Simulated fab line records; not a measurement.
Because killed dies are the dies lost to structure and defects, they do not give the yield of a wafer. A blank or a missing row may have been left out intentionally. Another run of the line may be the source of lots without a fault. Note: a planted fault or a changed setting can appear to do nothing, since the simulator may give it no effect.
fab line records || flow gf180mcu
record {"lots": 6, "wafers": 18, "lastDay": 32}
route steps=602 shown V2@386
lots untouched by any fault: they come from a run of this same line in which no faults occurred
startH: hours from the record's opening day to when the first of the lot's shown wafers began || waitH: hours since the lot's step before || " the same as in the row above || L1.1+2: several wafers, shown together as one row || - no value, or no start given || * or withheld: withheld || < > ~ a bound
route shown NAME@n: names a module that has steps shown in the file, with the first one's number in the route || usual: mean/standard deviation of fault-free wafers || same: alike in all rows || chamber/n: place in a boat || sites: per-site readings || _std_site: the standard deviation of these || _edge_site: inner sites' mean taken away from outer sites' mean || radiusMm: how far each site lies from the wafer's centre || mask NAME#n: copy n || behind: tool/chamber where the wafer was last shaped || hold: why the lot went on hold/how many hours it stayed there/how the hold came to an end || device: transistor that didn't switch, given as n, p or np || end of line: tests of these same wafers at the route's end || for a step that has no rows: nothing shown but its recipe || killed: at the first sort, the dies lost to defects and structure; wafer yield is something else || map: dies across one wafer; x = killed, . = not, _ = none there
set.NAME: the setting the step ran with; set.NAME@STEP: the setting that earlier step ran with || model.NAME: the simulator's own value behind a step, which no gauge read
a table for each step, a row for each wafer; lots at some steps of the route
services: when a tool's chamber went out of use (startH, in hours from the record's first day, below 0 if earlier), for how many hours, and the reason
## steps
# step GF_V2_CMP_04
# recipe {"material": "SiO2", "downForcePsi": 4, "platenRpm": 60, "padVelocityMS": 0.94248}
# usual {"motorCurrentA": "12.7/1.3", "timeToEndpointS": "81/6.8"}
{"lot.wafer": "L870.1", "tool": "cmp-02", "chamber": 2, "startH": 444.86, "waitH": 0.2, "motorCurrentA": 11.9, "timeToEndpointS": 73}
{"lot.wafer": "L870.5", "tool": "cmp-02", "chamber": 3, "startH": 444.86, "waitH": 0.2, "motorCurrentA": 10.6, "timeToEndpointS": 83}
{"lot.wafer": "L870.6", "tool": "cmp-02", "chamber": 0, "startH": 444.86, "waitH": 0.2, "motorCurrentA": 13.5, "timeToEndpointS": 88}
{"lot.wafer": "L874.4", "tool": "cmp-01", "chamber": 0, "startH": 480.45, "waitH": 0.1, "motorCurrentA": 14.8, "timeToEndpointS": 92}
{"lot.wafer": "L874.6", "tool": "cmp-01", "chamber": 2, "startH": 480.45, "waitH": 0.1, "motorCurrentA": 13.9, "timeToEndpointS": 79}
{"lot.wafer": "L874.5", "tool": "cmp-01", "chamber": 3, "startH": 480.45, "waitH": 0.1, "motorCurrentA": 12.1, "timeToEndpointS": 73}
{"lot.wafer": "L882.2", "tool": "cmp-02", "chamber": 0, "startH": 545.90, "waitH": 0.1, "motorCurrentA": 14.2, "timeToEndpointS": 84}
{"lot.wafer": "L882.3", "tool": "cmp-02", "chamber": 2, "startH": 545.90, "waitH": 0.1, "motorCurrentA": 12.1, "timeToEndpointS": 74}
{"lot.wafer": "L882.6", "tool": "cmp-02", "chamber": 3, "startH": 545.90, "waitH": 0.1, "motorCurrentA": 11.1, "timeToEndpointS": 82}
{"lot.wafer": "L884.3", "tool": "cmp-01", "chamber": 2, "startH": 562.37, "waitH": 0.0, "motorCurrentA": 14.3, "timeToEndpointS": 85}
{"lot.wafer": "L884.4", "tool": "cmp-01", "chamber": 1, "startH": 562.37, "waitH": 0.0, "motorCurrentA": 12.7, "timeToEndpointS": 82}
{"lot.wafer": "L884.6", "tool": "cmp-01", "chamber": 3, "startH": 562.37, "waitH": 0.0, "motorCurrentA": 12.3, "timeToEndpointS": 80}
{"lot.wafer": "L891.2", "tool": "cmp-02", "chamber": 3, "startH": 612.26, "waitH": 0.0, "motorCurrentA": 11.4, "timeToEndpointS": 70}
{"lot.wafer": "L891.1", "tool": "cmp-02", "chamber": 1, "startH": 612.26, "waitH": 0.0, "motorCurrentA": 10.7, "timeToEndpointS": 83}
{"lot.wafer": "L891.5", "tool": "cmp-02", "chamber": 0, "startH": 612.26, "waitH": 0.0, "motorCurrentA": 13.6, "timeToEndpointS": 82}
{"lot.wafer": "L892.3", "tool": "cmp-01", "chamber": 0, "startH": 617.54, "waitH": 0.0, "motorCurrentA": 14.8, "timeToEndpointS": 93}
{"lot.wafer": "L892.1", "tool": "cmp-01", "chamber": 2, "startH": 617.54, "waitH": 0.0, "motorCurrentA": 14.0, "timeToEndpointS": 78}
{"lot.wafer": "L892.5", "tool": "cmp-01", "chamber": 0, "startH": 617.54, "waitH": 0.0, "motorCurrentA": 14.9, "timeToEndpointS": 100}
# step GF_V2_BOW_MEAS_05
# recipe {"mode": "bow"}
# usual {"V2_BOW": "100/8"}
{"lot.wafer": "L870.1", "tool": "filmMetro-04", "chamber": "-", "startH": 445.01, "waitH": 0.1, "V2_BOW[um]": 85}
{"lot.wafer": "L870.5", "tool": "filmMetro-04", "chamber": "-", "startH": 445.01, "waitH": 0.1, "V2_BOW[um]": 85}
{"lot.wafer": "L870.6", "tool": "filmMetro-04", "chamber": "-", "startH": 445.01, "waitH": 0.1, "V2_BOW[um]": 95}
{"lot.wafer": "L874.4", "tool": "filmMetro-03", "chamber": "-", "startH": 480.71, "waitH": 0.2, "V2_BOW[um]": 91}
{"lot.wafer": "L874.5", "tool": "filmMetro-03", "chamber": "-", "startH": 480.71, "waitH": 0.2, "V2_BOW[um]": 91}
{"lot.wafer": "L874.6", "tool": "filmMetro-03", "chamber": "-", "startH": 480.71, "waitH": 0.2, "V2_BOW[um]": 92}
{"lot.wafer": "L882.2", "tool": "filmMetro-04", "chamber": "-", "startH": 546.17, "waitH": 0.2, "V2_BOW[um]": 102}
{"lot.wafer": "L882.3", "tool": "filmMetro-04", "chamber": "-", "startH": 546.17, "waitH": 0.2, "V2_BOW[um]": 107}
{"lot.wafer": "L882.6", "tool": "filmMetro-04", "chamber": "-", "startH": 546.17, "waitH": 0.2, "V2_BOW[um]": 101}
{"lot.wafer": "L884.3", "tool": "filmMetro-03", "chamber": "-", "startH": 562.71, "waitH": 0.3, "V2_BOW[um]": 106}
{"lot.wafer": "L884.4", "tool": "filmMetro-03", "chamber": "-", "startH": 562.71, "waitH": 0.3, "V2_BOW[um]": 96}
{"lot.wafer": "L884.6", "tool": "filmMetro-03", "chamber": "-", "startH": 562.71, "waitH": 0.3, "V2_BOW[um]": 94}
{"lot.wafer": "L891.1", "tool": "filmMetro-02", "chamber": "-", "startH": 612.56, "waitH": 0.1, "V2_BOW[um]": 104}
{"lot.wafer": "L891.2", "tool": "filmMetro-02", "chamber": "-", "startH": 612.56, "waitH": 0.1, "V2_BOW[um]": 97}
{"lot.wafer": "L891.5", "tool": "filmMetro-02", "chamber": "-", "startH": 612.56, "waitH": 0.1, "V2_BOW[um]": 102}
{"lot.wafer": "L892.1", "tool": "filmMetro-03", "chamber": "-", "startH": 617.84, "waitH": 0.1, "V2_BOW[um]": 110}
{"lot.wafer": "L892.3", "tool": "filmMetro-03", "chamber": "-", "startH": 617.84, "waitH": 0.1, "V2_BOW[um]": 96}
{"lot.wafer": "L892.5", "tool": "filmMetro-03", "chamber": "-", "startH": 617.84, "waitH": 0.1, "V2_BOW[um]": 94}
# step GF_V2_DEHYDRATE_06
# recipe {"tempC": 200, "timeS": 60}
# step GF_V2_HMDS_07
# recipe {"primeTimeS": 60, "primeTempC": 120}
# step GF_V2_COAT_08
# recipe {"resist": "BARC", "tempC": "withheld", "timeS": "withheld", "spinRpm": "withheld", "resistThkNm": "withheld"}
# step GF_V2_COAT_09
# recipe {"resist": "KrF", "spinRpm": "withheld", "resistThkNm": 1000}
# step GF_V2_SOFTBAKE_10
# recipe {"tempC": 130, "timeS": 60, "resist": "KrF"}
# step GF_V2_EXPOSE_11
# recipe {"maskId": "Via2", "targetCdNm": 260, "na": 0.68, "sourceShape": "conventional", "sigmaOuter": 0.6, "doseMj": 38}
# step GF_V2_PEB_12
# recipe {"pebTempC": 135, "pebTimeS": 90, "resist": "KrF"}
# step GF_V2_DEVELOP_13
# recipe {"developTimeS": 60, "resist": "KrF", "devTempC": 21}
# step GF_V2_CD_MEAS_14
# recipe {"targetCdNm": 260}
# usual {"cdNm": "260.4/1.4"}
{"lot.wafer": "L870.1", "tool": "cdSem-02", "chamber": "-", "startH": 469.46, "waitH": 0.1, "cdNm": 260.1}
{"lot.wafer": "L870.5", "tool": "cdSem-02", "chamber": "-", "startH": 469.46, "waitH": 0.1, "cdNm": 261.0}
{"lot.wafer": "L870.6", "tool": "cdSem-02", "chamber": "-", "startH": 469.46, "waitH": 0.1, "cdNm": 259.3}
{"lot.wafer": "L874.4", "tool": "cdSem-02", "chamber": "-", "startH": 505.02, "waitH": 0.1, "cdNm": 259.1}
{"lot.wafer": "L874.5", "tool": "cdSem-02", "chamber": "-", "startH": 505.02, "waitH": 0.1, "cdNm": 259.6}
{"lot.wafer": "L874.6", "tool": "cdSem-02", "chamber": "-", "startH": 505.02, "waitH": 0.1, "cdNm": 261.1}
{"lot.wafer": "L882.2", "tool": "cdSem-01", "chamber": "-", "startH": 568.11, "waitH": 0.1, "cdNm": 258.7}
{"lot.wafer": "L882.3", "tool": "cdSem-01", "chamber": "-", "startH": 568.11, "waitH": 0.1, "cdNm": 259.9}
{"lot.wafer": "L882.6", "tool": "cdSem-01", "chamber": "-", "startH": 568.11, "waitH": 0.1, "cdNm": 259.9}
{"lot.wafer": "L884.3", "tool": "cdSem-01", "chamber": "-", "startH": 584.53, "waitH": 0.1, "cdNm": 260.6}
{"lot.wafer": "L884.4", "tool": "cdSem-01", "chamber": "-", "startH": 584.53, "waitH": 0.1, "cdNm": 259.5}
{"lot.wafer": "L884.6", "tool": "cdSem-01", "chamber": "-", "startH": 584.53, "waitH": 0.1, "cdNm": 260.2}
{"lot.wafer": "L891.1", "tool": "cdSem-01", "chamber": "-", "startH": 632.73, "waitH": 0.1, "cdNm": 258.2}
{"lot.wafer": "L891.2", "tool": "cdSem-01", "chamber": "-", "startH": 632.73, "waitH": 0.1, "cdNm": 259.3}
{"lot.wafer": "L891.5", "tool": "cdSem-01", "chamber": "-", "startH": 632.73, "waitH": 0.1, "cdNm": 259.0}
{"lot.wafer": "L892.1", "tool": "cdSem-01", "chamber": "-", "startH": 637.96, "waitH": 0.1, "cdNm": 259.5}
{"lot.wafer": "L892.3", "tool": "cdSem-01", "chamber": "-", "startH": 637.96, "waitH": 0.1, "cdNm": 258.5}
{"lot.wafer": "L892.5", "tool": "cdSem-01", "chamber": "-", "startH": 637.96, "waitH": 0.1, "cdNm": 259.1}
# step GF_V2_OVL_MEAS_15
# usual {"V2_OVL": "-1/5.9"}
{"lot.wafer": "L870.1", "tool": "overlay-01", "chamber": "-", "startH": 469.58, "waitH": 0.1, "V2_OVL[nm]": 7}
{"lot.wafer": "L870.5", "tool": "overlay-01", "chamber": "-", "startH": 469.58, "waitH": 0.1, "V2_OVL[nm]": 0}
{"lot.wafer": "L870.6", "tool": "overlay-01", "chamber": "-", "startH": 469.58, "waitH": 0.1, "V2_OVL[nm]": 9}
{"lot.wafer": "L874.4", "tool": "overlay-01", "chamber": "-", "startH": 505.10, "waitH": 0.1, "V2_OVL[nm]": -12}
{"lot.wafer": "L874.5", "tool": "overlay-01", "chamber": "-", "startH": 505.10, "waitH": 0.1, "V2_OVL[nm]": -11}
{"lot.wafer": "L874.6", "tool": "overlay-01", "chamber": "-", "startH": 505.10, "waitH": 0.1, "V2_OVL[nm]": -5}
{"lot.wafer": "L882.2", "tool": "overlay-02", "chamber": "-", "startH": 568.21, "waitH": 0.1, "V2_OVL[nm]": 4}
{"lot.wafer": "L882.3", "tool": "overlay-02", "chamber": "-", "startH": 568.21, "waitH": 0.1, "V2_OVL[nm]": -4}
{"lot.wafer": "L882.6", "tool": "overlay-02", "chamber": "-", "startH": 568.21, "waitH": 0.1, "V2_OVL[nm]": 11}
{"lot.wafer": "L884.3", "tool": "overlay-02", "chamber": "-", "startH": 584.62, "waitH": 0.1, "V2_OVL[nm]": 8}
{"lot.wafer": "L884.4", "tool": "overlay-02", "chamber": "-", "startH": 584.62, "waitH": 0.1, "V2_OVL[nm]": 0}
{"lot.wafer": "L884.6", "tool": "overlay-02", "chamber": "-", "startH": 584.62, "waitH": 0.1, "V2_OVL[nm]": 6}
{"lot.wafer": "L891.1", "tool": "overlay-01", "chamber": "-", "startH": 632.85, "waitH": 0.1, "V2_OVL[nm]": -6}
{"lot.wafer": "L891.2", "tool": "overlay-01", "chamber": "-", "startH": 632.85, "waitH": 0.1, "V2_OVL[nm]": -6}
{"lot.wafer": "L891.5", "tool": "overlay-01", "chamber": "-", "startH": 632.85, "waitH": 0.1, "V2_OVL[nm]": -9}
{"lot.wafer": "L892.1", "tool": "overlay-02", "chamber": "-", "startH": 638.08, "waitH": 0.1, "V2_OVL[nm]": -2}
{"lot.wafer": "L892.3", "tool": "overlay-02", "chamber": "-", "startH": 638.08, "waitH": 0.1, "V2_OVL[nm]": -1}
{"lot.wafer": "L892.5", "tool": "overlay-02", "chamber": "-", "startH": 638.08, "waitH": 0.1, "V2_OVL[nm]": -6}
# step GF_V2_ETCH_16
# recipe {"chemistry": "N2/H2", "targetDepthA": "withheld", "overetchA": "withheld", "timeS": "withheld", "target": "BARC", "ionEnergyEv": 200, "sourceW": 500, "biasW": 100, "pressureMtorr": 30, "n2FlowSccm": 100, "h2FlowSccm": 200}
# usual {"biasW": "100.0/0.33", "chamberPressureMTorr": "30.000/0.028", "drypumpMotorCurrentA": "5.7/0.4", "oesProductAu": "0.855/0.0047", "throttleValvePct": "13.224/0.0092"}
{"lot.wafer": "L870.1", "tool": "rieDiel-01", "chamber": 3, "startH": 469.62, "waitH": 0.0, "biasW": 99.8, "chamberPressureMTorr": 29.977, "drypumpMotorCurrentA": 5.4, "oesProductAu": 0.850, "throttleValvePct": 13.222}
{"lot.wafer": "L870.5", "tool": "rieDiel-01", "chamber": 3, "startH": 469.62, "waitH": 0.0, "biasW": 99.8, "chamberPressureMTorr": 30.009, "drypumpMotorCurrentA": 5.5, "oesProductAu": 0.852, "throttleValvePct": 13.221}
{"lot.wafer": "L870.6", "tool": "rieDiel-01", "chamber": 0, "startH": 469.62, "waitH": 0.0, "biasW": 100.3, "chamberPressureMTorr": 29.968, "drypumpMotorCurrentA": 6.0, "oesProductAu": 0.846, "throttleValvePct": 13.223}
{"lot.wafer": "L874.4", "tool": "rieDiel-03", "chamber": 1, "startH": 505.12, "waitH": 0.0, "biasW": 99.9, "chamberPressureMTorr": 29.967, "drypumpMotorCurrentA": 6.1, "oesProductAu": 0.853, "throttleValvePct": 13.210}
{"lot.wafer": "L874.5", "tool": "rieDiel-03", "chamber": 3, "startH": 505.12, "waitH": 0.0, "biasW": 99.8, "chamberPressureMTorr": 29.978, "drypumpMotorCurrentA": 5.5, "oesProductAu": 0.853, "throttleValvePct": 13.221}
{"lot.wafer": "L874.6", "tool": "rieDiel-03", "chamber": 0, "startH": 505.12, "waitH": 0.0, "biasW": 100.2, "chamberPressureMTorr": 30.004, "drypumpMotorCurrentA": 5.5, "oesProductAu": 0.860, "throttleValvePct": 13.230}
{"lot.wafer": "L882.2", "tool": "rieDiel-03", "chamber": 2, "startH": 568.24, "waitH": 0.0, "biasW": 99.9, "chamberPressureMTorr": 30.020, "drypumpMotorCurrentA": 5.1, "oesProductAu": 0.859, "throttleValvePct": 13.234}
{"lot.wafer": "L882.3", "tool": "rieDiel-03", "chamber": 3, "startH": 568.24, "waitH": 0.0, "biasW": 99.9, "chamberPressureMTorr": 29.980, "drypumpMotorCurrentA": 5.5, "oesProductAu": 0.863, "throttleValvePct": 13.232}
{"lot.wafer": "L882.6", "tool": "rieDiel-03", "chamber": 2, "startH": 568.24, "waitH": 0.0, "biasW": 99.8, "chamberPressureMTorr": 29.988, "drypumpMotorCurrentA": 5.1, "oesProductAu": 0.855, "throttleValvePct": 13.217}
{"lot.wafer": "L884.3", "tool": "rieDiel-04", "chamber": 2, "startH": 584.64, "waitH": 0.0, "biasW": 99.5, "chamberPressureMTorr": 30.004, "drypumpMotorCurrentA": 5.4, "oesProductAu": 0.860, "throttleValvePct": 13.206}
{"lot.wafer": "L884.4", "tool": "rieDiel-04", "chamber": 0, "startH": 584.64, "waitH": 0.0, "biasW": 99.6, "chamberPressureMTorr": 30.011, "drypumpMotorCurrentA": 5.3, "oesProductAu": 0.855, "throttleValvePct": 13.225}
{"lot.wafer": "L884.6", "tool": "rieDiel-04", "chamber": 3, "startH": 584.64, "waitH": 0.0, "biasW": 100.3, "chamberPressureMTorr": 30.022, "drypumpMotorCurrentA": 6.4, "oesProductAu": 0.851, "throttleValvePct": 13.217}
{"lot.wafer": "L891.1", "tool": "rieDiel-01", "chamber": 2, "startH": 632.88, "waitH": 0.0, "biasW": "-", "chamberPressureMTorr": "-", "drypumpMotorCurrentA": "-", "oesProductAu": "-", "throttleValvePct": "-"}
{"lot.wafer": "L891.2", "tool": "rieDiel-01", "chamber": 1, "startH": 632.88, "waitH": 0.0, "biasW": "-", "chamberPressureMTorr": "-", "drypumpMotorCurrentA": "-", "oesProductAu": "-", "throttleValvePct": "-"}
{"lot.wafer": "L891.5", "tool": "rieDiel-01", "chamber": 1, "startH": 632.88, "waitH": 0.0, "biasW": "-", "chamberPressureMTorr": "-", "drypumpMotorCurrentA": "-", "oesProductAu": "-", "throttleValvePct": "-"}
{"lot.wafer": "L892.1", "tool": "rieDiel-01", "chamber": 3, "startH": 638.12, "waitH": 0.0, "biasW": "-", "chamberPressureMTorr": "-", "drypumpMotorCurrentA": "-", "oesProductAu": "-", "throttleValvePct": "-"}
{"lot.wafer": "L892.3", "tool": "rieDiel-01", "chamber": 1, "startH": 638.12, "waitH": 0.0, "biasW": "-", "chamberPressureMTorr": "-", "drypumpMotorCurrentA": "-", "oesProductAu": "-", "throttleValvePct": "-"}
{"lot.wafer": "L892.5", "tool": "rieDiel-01", "chamber": 2, "startH": 638.12, "waitH": 0.0, "biasW": "-", "chamberPressureMTorr": "-", "drypumpMotorCurrentA": "-", "oesProductAu": "-", "throttleValvePct": "-"}
# step GF_V2_ETCH_17
# recipe {"chemistry": "C4F8/O2/Ar", "maskMaterial": "KrF", "target": "SiO2", "stopOn": "TiN", "sourceW": 1500, "biasW": 1200, "pressureMtorr": 40, "c4f8FlowSccm": "withheld", "O2_flow_sccm": 6, "Ar_flow_sccm": 300, "timeS": "withheld", "targetDepthA": 6300}
# usual {"biasW": "1200/3.9", "chamberPressureMTorr": "39.99/0.044", "oesProductAu": "0.856/0.0043"}
{"lot.wafer": "L870.1", "tool": "rieDiel-01", "chamber": 3, "startH": "-", "waitH": "-", "biasW": 1202, "chamberPressureMTorr": 40.00, "oesProductAu": 0.856}
{"lot.wafer": "L870.5", "tool": "rieDiel-01", "chamber": 3, "startH": "-", "waitH": "-", "biasW": 1207, "chamberPressureMTorr": 39.94, "oesProductAu": 0.862}
{"lot.wafer": "L870.6", "tool": "rieDiel-01", "chamber": 0, "startH": "-", "waitH": "-", "biasW": 1197, "chamberPressureMTorr": 39.95, "oesProductAu": 0.858}
{"lot.wafer": "L874.4", "tool": "rieDiel-03", "chamber": 1, "startH": "-", "waitH": "-", "biasW": 1200, "chamberPressureMTorr": 40.03, "oesProductAu": 0.861}
{"lot.wafer": "L874.5", "tool": "rieDiel-03", "chamber": 3, "startH": "-", "waitH": "-", "biasW": 1195, "chamberPressureMTorr": 40.05, "oesProductAu": 0.863}
{"lot.wafer": "L874.6", "tool": "rieDiel-03", "chamber": 0, "startH": "-", "waitH": "-", "biasW": 1197, "chamberPressureMTorr": 40.00, "oesProductAu": 0.848}
{"lot.wafer": "L882.2", "tool": "rieDiel-03", "chamber": 2, "startH": "-", "waitH": "-", "biasW": 1196, "chamberPressureMTorr": 40.05, "oesProductAu": 0.848}
{"lot.wafer": "L882.3", "tool": "rieDiel-03", "chamber": 3, "startH": "-", "waitH": "-", "biasW": 1205, "chamberPressureMTorr": 39.95, "oesProductAu": 0.859}
{"lot.wafer": "L882.6", "tool": "rieDiel-03", "chamber": 2, "startH": "-", "waitH": "-", "biasW": 1191, "chamberPressureMTorr": 40.01, "oesProductAu": 0.846}
{"lot.wafer": "L884.3", "tool": "rieDiel-04", "chamber": 2, "startH": "-", "waitH": "-", "biasW": 1204, "chamberPressureMTorr": 39.99, "oesProductAu": 0.862}
{"lot.wafer": "L884.4", "tool": "rieDiel-04", "chamber": 0, "startH": "-", "waitH": "-", "biasW": 1198, "chamberPressureMTorr": 40.06, "oesProductAu": 0.850}
{"lot.wafer": "L884.6", "tool": "rieDiel-04", "chamber": 3, "startH": "-", "waitH": "-", "biasW": 1200, "chamberPressureMTorr": 39.99, "oesProductAu": 0.860}
{"lot.wafer": "L891.1", "tool": "rieDiel-01", "chamber": 2, "startH": "-", "waitH": "-", "biasW": 1200, "chamberPressureMTorr": 39.93, "oesProductAu": 0.367}
{"lot.wafer": "L891.2", "tool": "rieDiel-01", "chamber": 1, "startH": "-", "waitH": "-", "biasW": 1200, "chamberPressureMTorr": 40.04, "oesProductAu": 0.374}
{"lot.wafer": "L891.5", "tool": "rieDiel-01", "chamber": 1, "startH": "-", "waitH": "-", "biasW": 1197, "chamberPressureMTorr": 39.97, "oesProductAu": 0.371}
{"lot.wafer": "L892.1", "tool": "rieDiel-01", "chamber": 3, "startH": "-", "waitH": "-", "biasW": 1202, "chamberPressureMTorr": 39.96, "oesProductAu": 0.374}
{"lot.wafer": "L892.3", "tool": "rieDiel-01", "chamber": 1, "startH": "-", "waitH": "-", "biasW": 1199, "chamberPressureMTorr": 40.02, "oesProductAu": 0.376}
{"lot.wafer": "L892.5", "tool": "rieDiel-01", "chamber": 2, "startH": "-", "waitH": "-", "biasW": 1199, "chamberPressureMTorr": 39.96, "oesProductAu": 0.366}
# step GF_V2_STRIP_18
# recipe {"chemistry": "O2/N2", "powerW": 1400, "pressureMtorr": 1500, "platenTempC": 250, "o2FlowSccm": 3000, "n2FlowSccm": 300, "overashFraction": 0.5}
# usual {"drypumpMotorCurrentA": "5.5/0.57", "heaterPowerW": "320/29", "oesProductAu": "0.592/0.005"}
{"lot.wafer": "L870.1", "tool": "plasmaAsher-02", "chamber": 1, "startH": 469.75, "waitH": "-", "drypumpMotorCurrentA": 5.8, "heaterPowerW": 300, "oesProductAu": 0.588, "rfHoursCounterH": 67}
{"lot.wafer": "L870.5", "tool": "plasmaAsher-02", "chamber": 0, "startH": 469.75, "waitH": "-", "drypumpMotorCurrentA": 4.8, "heaterPowerW": 321, "oesProductAu": 0.593, "rfHoursCounterH": "-"}
{"lot.wafer": "L870.6", "tool": "plasmaAsher-02", "chamber": 1, "startH": 469.75, "waitH": "-", "drypumpMotorCurrentA": 5.8, "heaterPowerW": 300, "oesProductAu": 0.597, "rfHoursCounterH": "-"}
{"lot.wafer": "L874.4", "tool": "plasmaAsher-02", "chamber": 0, "startH": 505.28, "waitH": "-", "drypumpMotorCurrentA": 4.8, "heaterPowerW": 323, "oesProductAu": 0.591, "rfHoursCounterH": "-"}
{"lot.wafer": "L874.5", "tool": "plasmaAsher-02", "chamber": 0, "startH": 505.28, "waitH": "-", "drypumpMotorCurrentA": 4.8, "heaterPowerW": 320, "oesProductAu": 0.594, "rfHoursCounterH": "-"}
{"lot.wafer": "L874.6", "tool": "plasmaAsher-02", "chamber": 1, "startH": 505.28, "waitH": "-", "drypumpMotorCurrentA": 5.8, "heaterPowerW": 309, "oesProductAu": 0.585, "rfHoursCounterH": "-"}
{"lot.wafer": "L882.2", "tool": "plasmaAsher-03", "chamber": 0, "startH": 568.37, "waitH": "-", "drypumpMotorCurrentA": 5.1, "heaterPowerW": 400, "oesProductAu": 0.598, "rfHoursCounterH": 97}
{"lot.wafer": "L882.3", "tool": "plasmaAsher-03", "chamber": 1, "startH": 568.37, "waitH": "-", "drypumpMotorCurrentA": 6.0, "heaterPowerW": 310, "oesProductAu": 0.586, "rfHoursCounterH": "-"}
{"lot.wafer": "L882.6", "tool": "plasmaAsher-03", "chamber": 0, "startH": 568.37, "waitH": "-", "drypumpMotorCurrentA": 5.2, "heaterPowerW": 400, "oesProductAu": 0.595, "rfHoursCounterH": "-"}
{"lot.wafer": "L884.3", "tool": "plasmaAsher-02", "chamber": 0, "startH": 584.81, "waitH": "-", "drypumpMotorCurrentA": 4.9, "heaterPowerW": 325, "oesProductAu": 0.590, "rfHoursCounterH": "-"}
{"lot.wafer": "L884.4", "tool": "plasmaAsher-02", "chamber": 1, "startH": 584.81, "waitH": "-", "drypumpMotorCurrentA": 5.8, "heaterPowerW": 311, "oesProductAu": 0.584, "rfHoursCounterH": "-"}
{"lot.wafer": "L884.6", "tool": "plasmaAsher-02", "chamber": 1, "startH": 584.81, "waitH": "-", "drypumpMotorCurrentA": 5.9, "heaterPowerW": 308, "oesProductAu": 0.597, "rfHoursCounterH": "-"}
{"lot.wafer": "L891.1", "tool": "plasmaAsher-04", "chamber": 0, "startH": 633.01, "waitH": "-", "drypumpMotorCurrentA": 6.5, "heaterPowerW": 334, "oesProductAu": 0.608, "rfHoursCounterH": 24}
{"lot.wafer": "L891.2", "tool": "plasmaAsher-04", "chamber": 1, "startH": 633.01, "waitH": "-", "drypumpMotorCurrentA": 5.4, "heaterPowerW": 286, "oesProductAu": 0.609, "rfHoursCounterH": 24}
{"lot.wafer": "L891.5", "tool": "plasmaAsher-04", "chamber": 1, "startH": 633.01, "waitH": "-", "drypumpMotorCurrentA": 5.4, "heaterPowerW": 295, "oesProductAu": 0.614, "rfHoursCounterH": "-"}
{"lot.wafer": "L892.1", "tool": "plasmaAsher-04", "chamber": 1, "startH": 638.25, "waitH": "-", "drypumpMotorCurrentA": 5.4, "heaterPowerW": 281, "oesProductAu": 0.603, "rfHoursCounterH": 24}
{"lot.wafer": "L892.3", "tool": "plasmaAsher-04", "chamber": 1, "startH": 638.25, "waitH": "-", "drypumpMotorCurrentA": 5.4, "heaterPowerW": 301, "oesProductAu": 0.613, "rfHoursCounterH": "-"}
{"lot.wafer": "L892.5", "tool": "plasmaAsher-04", "chamber": 0, "startH": 638.25, "waitH": "-", "drypumpMotorCurrentA": 6.5, "heaterPowerW": 342, "oesProductAu": 0.615, "rfHoursCounterH": "-"}
# step GF_V2_STRIP_19
# recipe {"chemistry": "postEtchResidueRemover", "timeS": 1200, "tempC": 72.5}
## services
{"tool": "plasmaAsher-04", "chamber": "-", "startH": 421.25, "hours": 9.0, "kind": "pm"}
{"tool": "rieDiel-03", "chamber": 2, "startH": 424.15, "hours": 10.6, "kind": "repair"}
{"tool": "plasmaAsher-03", "chamber": "-", "startH": 432.87, "hours": 0.5, "kind": "repair"}
{"tool": "rieDiel-01", "chamber": 3, "startH": 436.51, "hours": "-", "kind": "clean"}
{"tool": "rieDiel-01", "chamber": 3, "startH": 436.51, "hours": 17.3, "kind": "scheduledDown"}
{"tool": "rieDiel-01", "chamber": 3, "startH": 436.51, "hours": 17.3, "kind": "ventCycle"}
{"tool": "cmp-01", "chamber": "-", "startH": 449.58, "hours": 3.9, "kind": "repair"}
{"tool": "rieDiel-03", "chamber": 0, "startH": 450.51, "hours": 5.8, "kind": "repair"}
{"tool": "rieDiel-04", "chamber": 3, "startH": 454.94, "hours": 3.3, "kind": "repair"}
{"tool": "rieDiel-03", "chamber": 2, "startH": 471.34, "hours": 3.5, "kind": "repair"}
{"tool": "rieDiel-01", "chamber": 2, "startH": 475.27, "hours": 4.8, "kind": "repair"}
{"tool": "cmp-01", "chamber": "-", "startH": 483.10, "hours": 3.8, "kind": "pm"}
{"tool": "cmp-02", "chamber": "-", "startH": 487.46, "hours": 5.2, "kind": "pm"}
{"tool": "plasmaAsher-03", "chamber": "-", "startH": 498.41, "hours": 48.5, "kind": "repair"}
{"tool": "rieDiel-03", "chamber": 3, "startH": 532.50, "hours": 7.3, "kind": "repair"}
{"tool": "rieDiel-04", "chamber": "-", "startH": 533.83, "hours": 2.8, "kind": "pm"}
{"tool": "plasmaAsher-04", "chamber": "-", "startH": 551.82, "hours": 4.8, "kind": "repair"}
{"tool": "rieDiel-01", "chamber": 1, "startH": 558.61, "hours": "-", "kind": "clean"}
{"tool": "rieDiel-01", "chamber": "-", "startH": 568.67, "hours": 28.1, "kind": "pm"}
{"tool": "cmp-02", "chamber": "-", "startH": 571.23, "hours": 7.0, "kind": "repair"}
{"tool": "cmp-02", "chamber": "-", "startH": 578.19, "hours": 4.0, "kind": "pm"}
{"tool": "rieDiel-01", "chamber": 0, "startH": 606.38, "hours": 32.7, "kind": "repair"}
{"tool": "plasmaAsher-04", "chamber": "-", "startH": 621.35, "hours": 4.1, "kind": "repair"}
{"tool": "cmp-01", "chamber": "-", "startH": 632.57, "hours": 5.3, "kind": "pm"}
## key
firstSign {"step": "GF_V2_ETCH_16", "reading": "toolRecord", "direction": "missing"}
effect {"step": "GF_V2_ETCH_17", "reading": "oesProductAu", "direction": "down", "sigmas": "99+", "usual": 0.856, "struck": 0.371}
effect {"step": "GF_V2_STRIP_18", "reading": "oesProductAu", "direction": "up", "sigmas": 3.6, "usual": 0.592, "struck": 0.610}
metAt GF_V2_ETCH_16
struckWafers L891.1,L891.2,L891.5,L892.1,L892.3,L892.5
laterRowsLeftOut L891.1,L891.2,L891.5,L892.1,L892.3,L892.5
sortLeftOut L891.1,L891.2,L891.5,L892.1,L892.3,L892.5
onsetBetween 469.62 632.88
fault {"kind": "skippedStepWhole", "tool": "rieDiel-01", "chamber": "-", "onsetH": 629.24, "steps": "GF_V2_ETCH_16", "scope": "struckLotsOnly"}
# sortLeftOut: the simulated sort isn't trusted on such a fault, so these wafers' sort isn't shown, and their yield isn't known
# laterRowsLeftOut: the simulator's readings of these wafers behind a module that went badly wrong aren't trusted and aren't shown, but for the sort
